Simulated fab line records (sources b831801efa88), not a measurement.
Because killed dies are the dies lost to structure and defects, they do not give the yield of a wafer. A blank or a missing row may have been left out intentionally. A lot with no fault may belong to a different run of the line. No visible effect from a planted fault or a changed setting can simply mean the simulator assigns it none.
Problem report in the 8D (eight disciplines) form, filled by code ; flow gf180mcu ; the parts of the form that need people (team, actions taken, sign-off) are left out

## 1. WHAT IS WRONG
Wafers free of any fault read 46.16 ohm/sq (standard deviation 0.086) for NSD_RS at GF_PSD_RS_MEAS_14, against a mean of 43.69 ohm/sq on 3 wafers of 2 lots. That is -29 standard deviations from the usual mean.
The step: measures by four-point-probe.
First seen on wafer L700.5, day 16 04:10, on film metro-04. The record holds 39 wafers of 13 lots with a number at this step. Rule for "out", or "out of limits": more than 4 standard deviations from the usual mean. The rest of the wafers with a number are treated as sound.

## 2. WHAT IT IS; WHAT IT IS NOT
question;is;is not
which readings at this step;NSD_RS;-
which lots;L700, L702;L695, L696, L703, L707, L709, L713, L714, L715, L716, L717, L718
which wafers of those lots;L700.5, L702.2, L702.6;L700.1, L700.4, L702.1
read on which gauges;film metro-03, film metro-04;film metro-02
when;from day 16 04:10;"up to then (8 sound wafers); but 28 sound wafers of L702, L703, L707, L709, L713, L714, L715, L716, L717, L718 came after"

## 3. SUSPECTS, AND WHAT RULES EACH OUT
Counting: a tool at a process step up to the reading stays a suspect if it ran every lot that is out. Sound lots after the first of them don't rule it out here, since some wafers of a struck lot are sound.
- ruled out: the gauge at GF_PSD_RS_MEAS_14. Those wafers that are out were read across 2 gauges (film metro-03, film metro-04).
- rtp anneal-02 at GF_PSD_RTA_13 (time 20 s): kept. It processed each lot that is out (first: L700, day 16 04:05); up to then, its last sound lot is L696 (day 14 15:09). Its own readings are out on those wafers: run length s.
After counting, what remains is rtp anneal-02 at GF_PSD_RTA_13.

## 4. THE CAUSE (what the simulator had put in)
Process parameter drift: rtp anneal-02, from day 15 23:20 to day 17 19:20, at GF_PSD_RTA_13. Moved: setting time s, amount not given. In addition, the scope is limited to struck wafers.
Counting left only this tool.

## 5. SEQUENCE OF EFFECTS, ordered by route
Rows list readings where the struck wafers' mean (over those with a number) sits beyond 3 standard deviations from the usual. Only readings for which the record gives a usual standard deviation are gone through. hours: the time from each lot's start at the first step in this table that gives one to its start at this step, as a median over the lots. sigmas: the change in usual standard deviations.
hours;step;reading;usual;on struck wafers;change;sigmas
0;GF_PSD_RTA_13;run length s;49.0 s;61.4;+12.4;+20
0;GF_PSD_RS_MEAS_14;NSD_RS;46.16 ohm/sq;43.69;-2.47;-29
0;GF_PSD_RS_MEAS_15;PSD_RS;108.6 ohm/sq;103.5;-5.1;-16
It contains these process steps:
- GF_PSD_RTA_13: time 20 s.
At these later measuring or inspecting steps, every struck wafer for which the step has a row has a number for every such reading, and none has moved that far: GF_SAB_CD_MEAS_09, GF_SAB_OVL_MEAS_10.

## 6. WHAT WOULD HAVE CAUGHT IT SOONER
5 hours passed between the start of the fault at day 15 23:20 and the first reading out of limits at a measuring or inspecting step in this record, taken at day 16 04:10.
At GF_PSD_RTA_13, the tool's own readings (run length s) were out on each struck wafer the step has a row for, so an alarm limit on them would have fired on the first such wafer.
Of the lots that are out (2), L702 began GF_PSD_RTA_13 on rtp anneal-02 after day 16 04:10. A tool hold placed at that time would have kept it from harm.
